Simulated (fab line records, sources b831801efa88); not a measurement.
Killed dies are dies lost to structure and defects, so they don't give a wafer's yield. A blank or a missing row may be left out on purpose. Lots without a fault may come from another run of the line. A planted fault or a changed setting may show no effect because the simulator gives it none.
Which tool did it? | flow gf180mcu | 15 lots, 45 wafers sampled, at 6 steps of a route of 602

WHAT THE GAUGES READ, wafer by wafer
GF_NWELL_TW_MEAS_11.
lot  | measured    | on            | NWELL_TW
L334 | day 3 12:55 | film_metro-01 | 1588 1597 1592
L335 | day 3 20:05 | film_metro-03 | 1612 1612 1616
L336 | day 3 22:26 | film_metro-01 | 1595 1595 1601
L337 | day 4 07:33 | film_metro-03 | 1620 1627 1618
L338 | day 4 11:08 | film_metro-03 | 1635 1623 1630
L339 | day 4 16:37 | film_metro-03 | 1615 1620 1611
L340 | day 4 21:46 | film_metro-01 | 1586 1603 1601
L341 | day 5 06:55 | film_metro-01 | 1574 1577 1579
L345 | day 6 00:08 | film_metro-01 | 1604 1601 1605
L346 | day 6 07:01 | film_metro-03 | 1885 1880 1878
L347 | day 6 15:32 | film_metro-01 | 1871 1878 1880
L348 | day 6 17:44 | film_metro-01 | 1862 1869 1859
L353 | day 7 21:46 | film_metro-03 | 1619 1622 1632
L354 | day 8 04:01 | film_metro-01 | 1578 1584 1582
L355 | day 8 10:10 | film_metro-03 | 1605 1599 1606

GF_LVPWELL_TW_MEAS_11.
lot  | measured    | on            | LVPWELL_TW
L334 | day 4 03:21 | film_metro-02 | 558 557 556
L335 | day 4 10:42 | film_metro-03 | 574 577 574
L336 | day 4 11:56 | film_metro-02 | 559 557 558
L337 | day 4 21:21 | film_metro-01 | 569 570 569
L338 | day 5 01:09 | film_metro-02 | 555 556 558
L339 | day 5 07:13 | film_metro-02 | 553 558 557
L340 | day 5 11:41 | film_metro-01 | 565 564 564
L341 | day 5 20:45 | film_metro-01 | 561 561 563
L345 | day 6 15:49 | film_metro-03 | 572 573 570
L346 | day 6 22:52 | film_metro-01 | 1400 1396 1399
L347 | day 7 07:08 | film_metro-02 | 1382 1379 1382
L348 | day 7 09:46 | film_metro-01 | 1387 1394 1400
L353 | day 8 13:50 | film_metro-02 | 556 560 557
L354 | day 8 21:07 | film_metro-03 | 568 570 571
L355 | day 9 06:22 | film_metro-01 | 563 567 568

GF_MVSD_TW_MEAS_11.
lot  | measured    | on            | MVSD_TW
L334 | day 4 17:34 | film_metro-03 | 1622 1618 1622
L335 | day 5 00:53 | film_metro-01 | 1588 1590 1587
L336 | day 5 02:08 | film_metro-01 | 1595 1587 1594
L337 | day 5 11:21 | film_metro-02 | 1573 1572 1567
L338 | day 5 15:38 | film_metro-02 | 1566 1563 1566
L339 | day 5 21:05 | film_metro-02 | 1565 1571 1573
L340 | day 6 02:32 | film_metro-02 | 1558 1567 1566
L341 | day 6 11:48 | film_metro-03 | 1617 1619 1618
L345 | day 7 08:08 | film_metro-03 | 1625 1634 1627
L346 | day 7 14:49 | film_metro-01 | 1879 1876 1877
L347 | day 7 23:41 | film_metro-03 | 1908 1905 1900
L348 | day 8 01:46 | film_metro-01 | 1856 1845 1851
L353 | day 9 07:19 | film_metro-02 | 1574 1573 1558
L354 | day 9 13:52 | film_metro-02 | 1573 1567 1574
L355 | day 9 23:43 | film_metro-03 | 1629 1615 1622

GF_HV_LDD_CD_MEAS_46: target cd 400 nm.
lot  | measured     | on        | cd_nm (nm)
L334 | day 12 15:05 | cd_sem-02 | 400.8 399.1 401.6
L335 | day 13 01:32 | cd_sem-02 | 401.5 399.2 397.5
L336 | day 13 05:26 | cd_sem-01 | 399.4 399.8 401.0
L337 | day 13 17:40 | cd_sem-02 | 395.8 396.0 398.9
L338 | day 14 01:11 | cd_sem-01 | 401.1 400.3 398.1
L339 | day 14 05:31 | cd_sem-02 | 402.1 400.7 398.6
L340 | day 14 14:58 | cd_sem-02 | 399.7 400.7 402.8
L341 | day 15 03:53 | cd_sem-02 | 398.1 398.9 396.7
L345 | day 16 09:02 | cd_sem-01 | 400.2 400.0 400.5
L346 | day 16 17:31 | cd_sem-01 | 397.2 398.5 399.0
L347 | day 17 09:32 | cd_sem-01 | 398.8 399.3 398.3
L348 | day 17 06:52 | cd_sem-02 | 401.3 398.4 398.8
L353 | day 19 03:20 | cd_sem-02 | 401.8 403.2 402.0
L354 | day 19 09:29 | cd_sem-01 | 396.8 397.7 397.2
L355 | day 20 03:59 | cd_sem-02 | 396.8 397.9 399.0

WHICH TOOL RAN EACH LOT (tool, then ch and the chambers of the sampled wafers, then the start)
lot  | GF_DNWELL_COAT_02                | GF_MVPSD_STRIP_10
L334 | litho_track-04 ch 0, day 2 16:44 | plasma_asher-04 ch 0,1, day 5 07:46
L335 | litho_track-04 ch 0, day 2 22:41 | plasma_asher-04 ch 0,1, day 5 15:13
L336 | litho_track-04 ch 0, day 3 02:55 | plasma_asher-04 ch 0,1, day 5 16:49
L337 | litho_track-04 ch 0, day 3 10:35 | plasma_asher-01 ch 0,1, day 6 02:07
L338 | litho_track-04 ch 0, day 3 13:22 | plasma_asher-01 ch 0, day 6 05:32
L339 | litho_track-02 ch 0, day 3 19:18 | plasma_asher-02 ch 0,1, day 6 11:46
L340 | litho_track-03 ch 0, day 3 23:58 | plasma_asher-01 ch 0,1, day 6 17:32
L341 | litho_track-03 ch 0, day 4 07:35 | plasma_asher-01 ch 0,1, day 7 02:41
L345 | litho_track-03 ch 0, day 5 02:04 | plasma_asher-01 ch 0,1, day 8 00:07
L346 | litho_track-03, day 5 08:14      | plasma_asher-01 ch 0,1, day 8 07:07
L347 | litho_track-03, day 5 16:28      | plasma_asher-04 ch 0,1, day 8 16:29
L348 | litho_track-02, day 5 18:21      | plasma_asher-01 ch 0,1, day 8 18:28
L353 | litho_track-02 ch 0, day 6 21:03 | plasma_asher-02 ch 0,1, day 10 01:13
L354 | litho_track-04 ch 0, day 7 03:32 | plasma_asher-02 ch 0,1, day 10 07:16
L355 | litho_track-04 ch 0, day 7 08:56 | plasma_asher-04 ch 0,1, day 10 17:55
- GF_DNWELL_COAT_02: resist thk 3000 nm.
- GF_MVPSD_STRIP_10: strips in O2/N2.

WHAT THE TOOLS THEMSELVES READ (means of the sampled wafers that have a number; where no wafer has one, the mark that the record gives instead)
GF_DNWELL_COAT_02.
lot  | tool           | chill_plate_temp_C (C) | dispense_pressure_kPa (kPa)
L334 | litho_track-04 | 22.97                  | 47.3
L335 | litho_track-04 | 23.02                  | 47.3
L336 | litho_track-04 | 22.97                  | 47.3
L337 | litho_track-04 | 22.99                  | 47.3
L338 | litho_track-04 | 22.90                  | 47.2
L339 | litho_track-02 | 23.08                  | 46.8
L340 | litho_track-03 | 23.00                  | 45.9
L341 | litho_track-03 | 22.99                  | 45.9
L345 | litho_track-03 | 23.01                  | 45.9
L346 | litho_track-03 | -                      | -
L347 | litho_track-03 | -                      | -
L348 | litho_track-02 | -                      | -
L353 | litho_track-02 | 22.99                  | 46.7
L354 | litho_track-04 | 22.95                  | 47.3
L355 | litho_track-04 | 22.95                  | 47.3

GF_MVPSD_STRIP_10.
lot  | tool            | drypump_motor_current_A (A) | heater_power_w (W) | n2_flow_sccm (sccm) | oes_product_au (a.u.) | strip_time_to_endpoint_s (s)
L334 | plasma_asher-04 | 5.4                         | 402                | 299.9               | 0.717                 | 36.82
L335 | plasma_asher-04 | 5.3                         | 402                | 299.1               | 0.725                 | 36.98
L336 | plasma_asher-04 | 5.5                         | 395                | 300.0               | 0.726                 | 36.89
L337 | plasma_asher-01 | 6.2                         | 374                | 300.5               | 0.722                 | 36.86
L338 | plasma_asher-01 | 6.3                         | 295                | 300.5               | 0.724                 | 36.89
L339 | plasma_asher-02 | 5.7                         | 327                | 300.5               | 0.720                 | 36.90
L340 | plasma_asher-01 | 6.1                         | 383                | 299.3               | 0.729                 | 36.87
L341 | plasma_asher-01 | 6.1                         | 368                | 298.9               | 0.723                 | 36.99
L345 | plasma_asher-01 | 6.2                         | 336                | 299.9               | 0.723                 | 36.99
L346 | plasma_asher-01 | 6.2                         | 338                | 299.5               | 0.722                 | 36.98
L347 | plasma_asher-04 | 5.3                         | 409                | 299.1               | 0.716                 | 36.98
L348 | plasma_asher-01 | 6.2                         | 378                | 300.3               | 0.720                 | 36.95
L353 | plasma_asher-02 | 5.9                         | 336                | 301.0               | 0.721                 | 36.75
L354 | plasma_asher-02 | 5.9                         | 337                | 300.4               | 0.721                 | 36.83
L355 | plasma_asher-04 | 5.4                         | 405                | 299.3               | 0.726                 | 36.84

THE ANSWER, worked out from the rows above alone
Rule: what is usual is taken from the lots themselves. Put in order of their means at a reading, lots are off if they are a third of the lots or fewer, leave a main group of 4 or more, and stand apart from it by a gap of 3 or more times the standard deviation of the main group's means; of several such gaps the widest counts. A main group whose means are all the same, to the digits that the tables above print for the reading, isn't used. A lot without any number at a reading at which 4 lots or more have one is off too. The other lots that the step has rows for count as sound. The gauges are gone through in route order, then the tools' own readings, and for those a lot's mean is taken as printed above. The first step at which some lot is off is used, and at that step the reading that is off furthest; a lot without a number counts as furthest.
Off: L346, L347, L348, at GF_NWELL_TW_MEAS_11 (NWELL_TW). The main group: mean 1605, standard deviation 16.
A tool fits if, at a process step before that reading, it ran every lot that is off, and no sound lot after the first of them. The gauges at GF_NWELL_TW_MEAS_11 aren't tried: what is off there is off at GF_DNWELL_COAT_02 too, on other tools, and a gauge's error can't cause that. None of those tried fits.

WHAT THE SIMULATOR HAD PUT IN
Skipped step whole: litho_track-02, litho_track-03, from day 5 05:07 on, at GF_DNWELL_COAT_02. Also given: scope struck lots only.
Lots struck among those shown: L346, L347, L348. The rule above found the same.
